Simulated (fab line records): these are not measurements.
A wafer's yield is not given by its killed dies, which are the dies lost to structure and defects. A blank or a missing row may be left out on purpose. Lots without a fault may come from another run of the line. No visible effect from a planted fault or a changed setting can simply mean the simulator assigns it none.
A struck lot beside a sound one + flow sky130 + 15 out of 708 route steps
Sound: these wafers, L412.1, L412.3, L412.5. Struck: wafer L423.5. (L423.2, L423.4 of the same lot were not struck and are left out.) The cause comes at the end.
For every step that has rows: the tool of each side, followed by ch and its chambers, followed by its first start. Under that, the readings that differ: sound wafers + struck wafers + difference of the means + sigmas: that difference in standard deviations of wafers without a fault.
alike: words and numbers the same on both sides, and readings whose means are apart by under 2 such deviations; not compared: readings that were withheld, readings missing a value for some wafer, numbers with overlapping values and no deviation given by the record, and bounds like >300 which may hide the same value.
The two part at a step that has a row with sigmas, a row that says differs or no value, or rows on one side only. Numbers that have no deviation but don't overlap get no sigmas and don't part them. A reading that every wafer of one side lacks parts them only if that side has two wafers or more.

SKY_VIA1_ETCH_14: etches BARC in N2/H2, stops on SiO2, time 45.9 s, target depth 60 nm.
  sound on rie diel-03 ch 0,2, day 36 01:46; struck on rie diel-04 ch 2, day 39 00:11
  alike: drypump motor current A, n2 flow sccm, oes product au, throttle valve pct
  not compared: rf hours counter h
SKY_VIA1_ETCH_15: etches SiO2 in C4F8/O2/Ar, stops on TiN, target depth 351 nm, time 54 s.
  sound on rie diel-03 ch 0,2, day 36 01:49; struck on rie diel-04 ch 2, day 39 00:13
| reading               | sound             | struck | difference | sigmas |
|-----------------------|-------------------|--------|------------|--------|
| oes product au (a.u.) | 0.974 0.980 0.965 | 0.989  | +0.016     | +3     |
  not compared: rf hours counter h
SKY_VIA1_STRIP_16: strips in O2/N2.
  sound on plasma asher-01 ch 0,1, day 36 01:52; struck on plasma asher-01 ch 1, day 39 00:16
  alike: drypump motor current A, n2 flow sccm, oes product au, strip time to endpoint s
  not compared: rf hours counter h
then, 4 steps without rows for these wafers: SKY_VIA1_STRIP_17 (strips in post etch residue remover, time 1200 s); SKY_VIA1_CLEAN_18 (cleans in IPA, time 180 s); SKY_VIA1_CLEAN_19 (cleans in O3/DIW); SKY_VIA1_SPUTTER_20 (material TiN, target thk 20 nm, time 80 s).
SKY_VIA1_CVD_21: deposits W, target thk 270 nm, time 80.902 s.
  sound on cvd w-01 ch 0,1, day 36 02:52; struck on cvd w-01 ch 1, day 39 00:55
  alike: chamber pressure Torr, heater power w
SKY_VIA1_RS_MEAS_22: measurement is done with a four-point probe.
  sound on film metro-03, day 36 02:57; struck on film metro-01, day 39 01:02
  alike: VIA1_W_RS
SKY_VIA1_THK_MEAS_23: measures by xrf.
  sound on film metro-03, day 36 03:04; struck on film metro-01, day 39 01:08
  alike: VIA1_W_THK
then, 1 step without rows for these wafers: SKY_VIA1_CMP_24 (polishes, stops on SiO2, t overpolish 15 s, target thk 0 nm).
SKY_METAL2_SPUTTER_00: material Ti, target thk 15 nm, time 10 s.
  sound on pvd sputter-01, day 36 03:26; struck on pvd sputter-02, day 39 01:29
  alike: cathode dc power W, throttle valve pct
SKY_METAL2_SPUTTER_01: material TiN, target thk 20 nm, time 16.7 s.
  sound on pvd sputter-01, day 36 03:27; struck on pvd sputter-02, day 39 01:31
| reading                                    | sound                | struck | difference | sigmas      |
|--------------------------------------------|----------------------|--------|------------|-------------|
| cathode dc power W (W)                     | 6499.4 6497.8 6498.5 | 7798.1 | +1299.5    | +99 or more |
| model.TiN_of_METAL2_SPUTTER_01.thk nm (nm) | 20.01 20.06 20.03    | 23.87  | +3.84      |             |
  alike: throttle valve pct
then, 1 step without rows for these wafers: SKY_METAL2_SPUTTER_02 (material AlCu, target thk 250 nm, time 13.3 s).
SKY_PAD_OPEN_PROBE_99:
  the record has rows for the sound wafers here (prober-02, day 47 16:40) and none for the struck ones

## WHERE THEY PART
Last at SKY_PAD_OPEN_PROBE_99 as far as this record goes, first at SKY_VIA1_ETCH_15.

WHY: whatever the simulator had introduced
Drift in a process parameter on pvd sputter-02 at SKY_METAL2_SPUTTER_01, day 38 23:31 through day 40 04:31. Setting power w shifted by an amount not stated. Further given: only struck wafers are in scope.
